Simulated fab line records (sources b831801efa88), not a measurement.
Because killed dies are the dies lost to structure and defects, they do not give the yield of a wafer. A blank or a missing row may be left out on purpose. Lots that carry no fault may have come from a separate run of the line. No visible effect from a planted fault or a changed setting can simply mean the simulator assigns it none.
fab line records | flow sky130 | part 2 of 2: steps 30 to 39 of 39
record: lots: 5 wafers: 15 last_day: 49
route steps=708 shown METAL3@568 VIA3@573 METAL4@598 CAP2M@603
lots with no fault: from the same line, run without faults
start_h: hours from the record's opening day to when the first of the lot's shown wafers began | wait_h: time in hours since the lot's previous step | " same as the row above | L1.1+2: several wafers, shown together as one row | - no value present, or no start provided | * or withheld: withheld | < > ~ a bound
route shown NAME@n: names a module that has steps shown in the file, with the first one's number in the route | usual: the fault-free wafers' mean and standard deviation | same: alike in all rows | chamber/n: place in a boat | sites: per-site readings | _std_site: their standard deviation | _edge_site: the outer-site mean with the inner-site mean subtracted | radius_mm: how far each site lies from the wafer's centre | mask NAME#n: copy n | behind: the tool/chamber that last shaped the wafer | hold: what put the lot on hold/how long, in hours/how the hold closed | device: names the non-switching transistor (n, p or np) | end of line: the tests these same wafers got at the end of their route | a step given without rows: its recipe and nothing more | killed: dies lost to structure and defects at the first sort, not the wafer's yield | map: the dies of a wafer, with x for killed, . for not killed, _ for no die there
set.NAME: the setting as run; set.NAME@STEP: as run at that earlier step | model.NAME: the simulator's own value behind a step, which no gauge read
lots seen at some steps along the route; tables by step, rows by wafer
services: when a tool's chamber went out of use (start_h, in hours from the record's first day, below 0 if earlier), for how many hours, and the reason
== steps ==
step: SKY_VIA3_CMP_24
recipe: stop_on: SiO2 t_overpolish_s: 20 down_force_psi: 3.5 platen_rpm: 60 target_thk_nm: 0 pad_velocity_m_s: 0.94248
usual: motor_current_A: 11.1/1.3 overpolish_run_s: 19.999/0.0084 time_to_endpoint_s: 94/6
columns lot.wafer tool chamber start_h wait_h motor_current_A overpolish_run_s time_to_endpoint_s
L079.4 cmp-01 2 962.40 0.0 10.1 20.003 95
L079.1 " 3 " " 13.9 19.994 101
L079.2 " 1 " " 11.1 20.011 90
L083.1 cmp-01 3 992.61 0.1 13.9 19.998 102
L083.4 " 1 " " 11.1 19.982 91
L083.5 " 0 " " 11.1 20.000 94
L085.4 cmp-02 3 1008.42 0.0 11.0 20.007 90
L085.1 " 1 " " 10.0 19.993 79
L085.6 " 0 " " 10.0 20.007 96
L089.4 cmp-01 1 1034.68 0.1 11.3 19.980 91
L089.6 " 0 " " 12.1 19.994 93
L089.5 " 1 " " 10.9 20.005 92
L090.3 cmp-01 1 1059.51 0.0 11.7 20.010 88
L090.2 " 3 " " 13.0 19.995 98
L090.1 " 0 " " 11.5 19.999 94
step: SKY_METAL4_SPUTTER_00
recipe: material: Ti target_thk_nm: 15 power_w: 3000 time_s: 10 chamber_pressure_pa: 0.4
usual: throttle_valve_pct: 30.0/0.65
columns lot.wafer tool chamber start_h wait_h throttle_valve_pct
L079.1 pvd_sputter-02 - 962.70 0.2 30.2
L079.2 " - " " 29.1
L079.4 " - " " 30.2
L083.1 pvd_sputter-02 - 992.91 0.2 30.3
L083.4 " - " " 30.3
L083.5 " - " " 30.4
L085.1 pvd_sputter-04 - 1008.72 0.1 29.8
L085.4 " - " " 30.9
L085.6 " - " " 29.8
L089.4 pvd_sputter-04 - 1034.93 0.2 28.9
L089.5 " - " " 29.8
L089.6 " - " " 31.2
L090.1 pvd_sputter-03 - 1059.81 0.1 29.3
L090.2 " - " " 30.2
L090.3 " - " " 30.7
step: SKY_METAL4_SPUTTER_01
recipe: material: TiN target_thk_nm: 20 power_w: 6500 time_s: 16.7 chamber_pressure_pa: 0.4
usual: throttle_valve_pct: 30.0/0.62
columns lot.wafer tool chamber start_h wait_h throttle_valve_pct
L079.1 pvd_sputter-02 - 962.72 0.0 30.5
L079.2 " - " " 29.3
L079.4 " - " " 30.0
L083.1 pvd_sputter-02 - 992.93 0.0 29.9
L083.4 " - " " 30.4
L083.5 " - " " 30.7
L085.1 pvd_sputter-04 - 1008.74 0.0 29.9
L085.4 " - " " 31.2
L085.6 " - " " 29.8
L089.4 pvd_sputter-04 - 1034.95 0.0 29.0
L089.5 " - " " 29.8
L089.6 " - " " 31.2
L090.1 pvd_sputter-03 - 1059.83 0.0 29.5
L090.2 " - " " 30.3
L090.3 " - " " 30.8
step: SKY_METAL4_SPUTTER_02
recipe: material: AlCu target_thk_nm: 735 power_w: 10600 time_s: 39.1 chamber_pressure_pa: 0.4
usual: throttle_valve_pct: 30.0/0.64
columns lot.wafer tool chamber start_h wait_h throttle_valve_pct
L079.1 pvd_sputter-02 - 962.75 0.0 30.2
L079.2 " - " " 29.6
L079.4 " - " " 30.4
L083.1 pvd_sputter-02 - 992.95 0.0 29.9
L083.4 " - " " 30.6
L083.5 " - " " 30.6
L085.1 pvd_sputter-04 - 1008.76 0.0 29.5
L085.4 " - " " 31.2
L085.6 " - " " 29.3
L089.4 pvd_sputter-04 - 1034.97 0.0 28.9
L089.5 " - " " 29.8
L089.6 " - " " 31.2
L090.1 pvd_sputter-03 - 1059.86 0.0 29.5
L090.2 " - " " 30.5
L090.3 " - " " 31.0
step: SKY_METAL4_SPUTTER_03
recipe: material: Ti target_thk_nm: 5 power_w: 3000 time_s: 3.3 chamber_pressure_pa: 0.4
usual: throttle_valve_pct: 30.0/0.63
columns lot.wafer tool chamber start_h wait_h throttle_valve_pct
L079.1 pvd_sputter-02 - 962.78 0.0 30.6
L079.2 " - " " 29.4
L079.4 " - " " 30.3
L083.1 pvd_sputter-02 - 992.99 0.0 30.1
L083.4 " - " " 30.6
L083.5 " - " " 30.5
L085.1 pvd_sputter-04 - 1008.80 0.0 29.6
L085.4 " - " " 31.0
L085.6 " - " " 29.6
L089.4 pvd_sputter-04 - 1035.01 0.0 29.2
L089.5 " - " " 29.8
L089.6 " - " " 31.1
L090.1 pvd_sputter-03 - 1059.90 0.0 29.4
L090.2 " - " " 30.4
L090.3 " - " " 30.6
step: SKY_METAL4_SPUTTER_04
recipe: material: TiN target_thk_nm: 70 power_w: 6500 time_s: 58.3 chamber_pressure_pa: 0.4
usual: throttle_valve_pct: 30.0/0.61
columns lot.wafer tool chamber start_h wait_h throttle_valve_pct
L079.1 pvd_sputter-02 - 962.80 0.0 30.4
L079.2 " - " " 29.2
L079.4 " - " " 30.4
L083.1 pvd_sputter-02 - 993.01 0.0 30.2
L083.4 " - " " 30.5
L083.5 " - " " 30.3
L085.1 pvd_sputter-04 - 1008.82 0.0 29.7
L085.4 " - " " 31.2
L085.6 " - " " 29.7
L089.4 pvd_sputter-04 - 1035.03 0.0 29.0
L089.5 " - " " 29.9
L089.6 " - " " 31.2
L090.1 pvd_sputter-03 - 1059.92 0.0 29.4
L090.2 " - " " 30.4
L090.3 " - " " 30.5
step: SKY_CAP2M_CVD_00
recipe: material: SiO2 target_thk_nm: 15.5 temp_c: 400 time_s: withheld rf_w: 450
usual: heater_power_w: 719/69
columns lot.wafer tool chamber start_h wait_h heater_power_w
L079.1 pecvd-04 0 962.85 0.0 659
L079.2 " 1 " " 789
L079.4 " 2 " " 659
L083.1 pecvd-01 2 993.06 0.0 669
L083.4 " 2 " " 665
L083.5 " 0 " " 811
L085.1 pecvd-01 0 1008.87 0.0 769
L085.4 " 0 " " 745
L085.6 " 2 " " 679
L089.4 pecvd-04 2 1035.09 0.0 764
L089.5 " 0 " " 587
L089.6 " 1 " " 616
L090.1 pecvd-04 0 1059.97 0.0 609
L090.2 " 1 " " 672
L090.3 " 2 " " 779
step: SKY_CAP2M_THK_MEAS_01
recipe: reads: SiO2_of_CAP2M_CVD_00
usual: CAP2M_CVD_00_THK: 15.49/0.23
columns lot.wafer tool chamber start_h wait_h CAP2M_CVD_00_THK[nm]
L079.1 film_metro-02 - 962.87 - 15.23
L079.2 " - " " 15.21
L079.4 " - " " 15.67
L083.1 film_metro-03 - 993.08 - 15.06
L083.4 " - " " 15.26
L083.5 " - " " 15.34
L085.1 film_metro-02 - 1008.89 - 15.09
L085.4 " - " " 15.10
L085.6 " - " " 15.42
L089.4 film_metro-04 - 1035.13 - 15.65
L089.5 " - " " 15.62
L089.6 " - " " 15.33
L090.1 film_metro-04 - 1059.99 - 15.62
L090.2 " - " " 15.19
L090.3 " - " " 15.62
step: SKY_CAP2M_SPUTTER_02
recipe: material: TiN target_thk_nm: 200 temp_c: 300 power_w: 6500 time_s: 166.7 chamber_pressure_pa: 0.4
usual: throttle_valve_pct: 30.0/0.63
columns lot.wafer tool chamber start_h wait_h throttle_valve_pct
L079.1 pvd_sputter-04 - 962.93 0.1 29.5
L079.2 " - " " 31.2
L079.4 " - " " 29.7
L083.1 pvd_sputter-01 - 993.14 0.1 31.1
L083.4 " - " " 30.2
L083.5 " - " " 29.7
L085.1 pvd_sputter-01 - 1008.95 0.1 30.3
L085.4 " - " " 31.0
L085.6 " - " " 30.0
L089.4 pvd_sputter-02 - 1035.16 0.0 30.5
L089.5 " - " " 30.8
L089.6 " - " " 30.4
L090.1 pvd_sputter-01 - 1060.05 0.1 30.1
L090.2 " - " " 30.3
L090.3 " - " " 29.3
step: SKY_CAP2M_RS_MEAS_03
recipe: thk_meas_gauge: four-point-probe reads: TiN_of_CAP2M_SPUTTER_02
usual: CAP2M_TIN_RS: 6.90/0.083
columns lot.wafer tool chamber start_h wait_h CAP2M_TIN_RS[ohm/sq]
L079.1 film_metro-04 - 963.04 0.1 6.89
L079.2 " - " " 6.87
L079.4 " - " " 6.87
L083.1 film_metro-02 - 993.25 0.1 7.00
L083.4 " - " " 6.97
L083.5 " - " " 6.91
L085.1 film_metro-04 - 1009.06 0.1 6.76
L085.4 " - " " 6.87
L085.6 " - " " 6.88
L089.4 film_metro-04 - 1035.33 0.1 6.74
L089.5 " - " " 6.78
L089.6 " - " " 6.84
L090.1 film_metro-03 - 1060.16 0.1 6.90
L090.2 " - " " 6.78
L090.3 " - " " 6.87
== services ==
columns tool chamber start_h hours kind
cmp-02 - 913.07 4.0 pm
krf_scanner-02 - 914.41 7.5 repair
rie_diel-03 - 917.19 15.6 repair
rie_diel-04 - 922.30 14.4 repair
hdpcvd-02 - 928.87 1.3 repair
hdpcvd-02 - 950.25 15.0 pm
krf_scanner-02 - 951.59 4.0 pm
krf_scanner-02 - 960.15 0.6 repair
hdpcvd-02 0 966.02 5.1 repair
krf_scanner-02 - 971.74 0.8 repair
rie_diel-03 - 974.42 0.4 repair
rie_diel-03 3 979.72 1.9 repair
pvd_sputter-04 - 980.05 17.3 repair
krf_scanner-02 - 982.51 0.8 pm
rie_diel-04 2 982.93 2.6 repair
rie_diel-04 3 987.61 2.7 repair
pecvd-04 - 991.86 0.5 repair
krf_scanner-02 - 994.49 1.3 pm
plasma_asher-02 - 1002.51 3.8 repair
rie_diel-04 1 1013.81 3.6 repair
cmp-01 - 1032.25 0.9 repair
rie_diel-04 - 1032.92 38.4 repair
plasma_asher-01 - 1058.63 2.8 pm
wet_bench-01 - 1059.10 0.9 repair
